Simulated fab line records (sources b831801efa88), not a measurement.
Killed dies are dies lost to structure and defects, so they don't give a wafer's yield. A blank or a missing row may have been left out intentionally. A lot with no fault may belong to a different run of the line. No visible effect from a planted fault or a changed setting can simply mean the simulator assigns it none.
Which tool did it?	flow sky130	Sampling: 13 lots, 39 wafers, 4 of 708 route steps

## WHAT THE GAUGES SHOWED, per wafer
SKY_LDD_P_CD_MEAS_07: target cd 380 nm.
lot	measured	on	cdNm (nm)
L848	day 20 16:21	cdSem-02	383.4 383.8 384.0
L855	day 23 04:25	cdSem-01	382.7 383.8 382.4
L856	day 23 10:58	cdSem-02	385.4 383.2 382.4
L858	day 24 09:02	cdSem-01	381.1 380.0 379.1
L859	day 24 12:19	cdSem-01	381.0 382.1 381.8
L860	day 24 15:41	cdSem-01	382.0 380.6 379.8
L861	day 25 09:33	cdSem-01	375.0 377.1 376.5
L862	day 25 12:07	cdSem-02	383.0 382.7 381.2
L864	day 26 01:18	cdSem-02	379.6 379.5 381.0
L863	day 26 04:18	cdSem-02	375.1 376.5 375.4
L866	day 26 09:50	cdSem-02	382.6 380.2 381.3
L867	day 26 22:55	cdSem-02	380.2 380.6 378.6
L868	day 27 06:03	cdSem-01	378.3 376.8 377.9

SKY_SD_N_OVL_MEAS_08.
lot	measured	on	SD_N_OVL (nm)
L848	day 29 12:02	overlay-02	1.2 0.3 0.7
L858	day 32 16:25	overlay-01	1.4 1.4 2.5
L859	day 32 20:46	overlay-02	-1.3 -1.8 1.0
L860	day 32 22:52	overlay-01	3.8 3.5 3.5
L861	day 33 13:29	overlay-02	0.9 -0.3 -2.4
L862	day 33 15:37	overlay-01	2.6 3.7 3.3
L864	day 34 07:25	overlay-01	0.9 -0.6 0.3
L863	day 34 09:25	overlay-02	1.4 1.4 2.9
L866	day 34 13:26	overlay-02	-0.7 2.6 -0.8
L867	day 35 01:53	overlay-01	0.1 -1.9 -0.3
L868	day 35 08:55	overlay-02	-1.3 2.1 -0.1

SKY_SD_N_RS_MEAS_16: measurement is done with a four-point probe.
lot	measured	on	SD_N_RS (ohm/sq)
L848	day 29 12:45	filmMetro-03	68.39 68.19 68.41
L858	day 32 17:08	filmMetro-03	68.40 68.46 68.40
L859	day 32 21:30	filmMetro-04	68.62 68.44 68.70
L860	day 32 23:36	filmMetro-04	68.84 68.64 68.76
L861	day 33 14:13	filmMetro-03	68.55 68.45 68.42
L862	day 33 16:21	filmMetro-03	68.25 68.25 68.22
L864	day 34 08:09	filmMetro-01	68.56 68.43 68.59
L863	day 34 10:08	filmMetro-01	68.59 68.48 68.55
L866	day 34 14:09	filmMetro-03	68.30 68.48 68.50
L867	day 35 02:37	filmMetro-01	68.37 68.60 68.36
L868	day 35 09:39	filmMetro-01	68.50 68.47 68.55

## TOOL THAT RAN EACH LOT (tool first, then ch and the chambers of the sampled wafers, then the start)
lot	SKY_POLY_CUT_ETCH_11
L848	rieDiel-03 ch 1,2, day 25 21:17
L855	rieDiel-04 ch 0,3, day 28 05:02
L856	rieDiel-04 ch 1,2,3, day 28 10:12
L858	rieDiel-03 ch 2,3, day 29 08:11
L859	rieDiel-02 ch 1,2,3, day 29 11:51
L860	rieDiel-04 ch 0,1,3, day 29 14:03
L861	rieDiel-04 ch 0,1, day 30 05:21
L862	rieDiel-04 ch 0,3, day 30 08:15
L864	rieDiel-03 ch 0,2,3, day 30 23:36
L863	rieDiel-04 ch 1,2,3, day 31 01:32
L866	rieDiel-02 ch 1,2, day 31 05:48
L867	rieDiel-04 ch 0,1,2, day 31 19:20
L868	rieDiel-02 ch 1,2,3, day 32 01:32
- SKY_POLY_CUT_ETCH_11: etches Si3N4 in CF4/CH2F2/Ar, stops on poly-Si, time 42.5 s, target depth 60 nm.

## WHAT THE TOOLS THEMSELVES READ (means of the sampled wafers that have a number; where no wafer has one, the mark that the record gives instead)
SKY_POLY_CUT_ETCH_11.
lot	tool	biasW (W)	cf4FlowSccm (sccm)	drypumpMotorCurrentA (A)	oesProductAu (a.u.)	throttleValvePct (%)
L848	rieDiel-03	149.9	40.01	6.0	0.832	14.996
L855	rieDiel-04	-	-	-	-	-
L856	rieDiel-04	-	-	-	-	-
L858	rieDiel-03	150.0	40.00	6.1	0.838	15.005
L859	rieDiel-02	150.0	40.02	5.6	0.835	15.005
L860	rieDiel-04	149.8	40.02	5.4	0.835	14.987
L861	rieDiel-04	150.6	39.92	5.3	0.833	14.994
L862	rieDiel-04	150.1	39.85	5.1	0.828	14.994
L864	rieDiel-03	150.5	39.91	5.9	0.838	14.996
L863	rieDiel-04	149.7	40.01	5.7	0.832	15.000
L866	rieDiel-02	149.6	39.97	5.6	0.831	14.989
L867	rieDiel-04	150.2	39.93	5.6	0.826	14.991
L868	rieDiel-02	150.2	40.01	5.6	0.830	14.998

## THE ANSWER, worked out from the rows above alone
Rule: what is usual is taken from the lots themselves. The widest of any qualifying gaps counts: lots, ordered by their means at a reading, are off when they make up no more than a third of the lots, leave a main group of 4 or more, and stand apart from it by 3 or more times the standard deviation of that group's means. Not used: any main group whose means are identical at the precision the tables above print for the reading. A lot without any number at a reading at which 4 lots or more have one is off too. Any other lot the step has rows for is counted as sound. Order of review: gauges by route order, followed by the tools' own readings, for which a lot's mean as printed above is used. The first step at which some lot is off is used, and at that step the reading that is off furthest; a lot without a number counts as furthest.
Off: L855, L856, at SKY_POLY_CUT_ETCH_11 (biasW). Without a number there: L855, L856. For the main group the mean is 150.1 W and the standard deviation 0.3.
If a tool, at that step or one of the process steps before it, ran each lot that is off and ran no sound lot following the first of them, it fits. No candidate that was tried fits.

## WHAT THE SIMULATOR HAD PUT IN
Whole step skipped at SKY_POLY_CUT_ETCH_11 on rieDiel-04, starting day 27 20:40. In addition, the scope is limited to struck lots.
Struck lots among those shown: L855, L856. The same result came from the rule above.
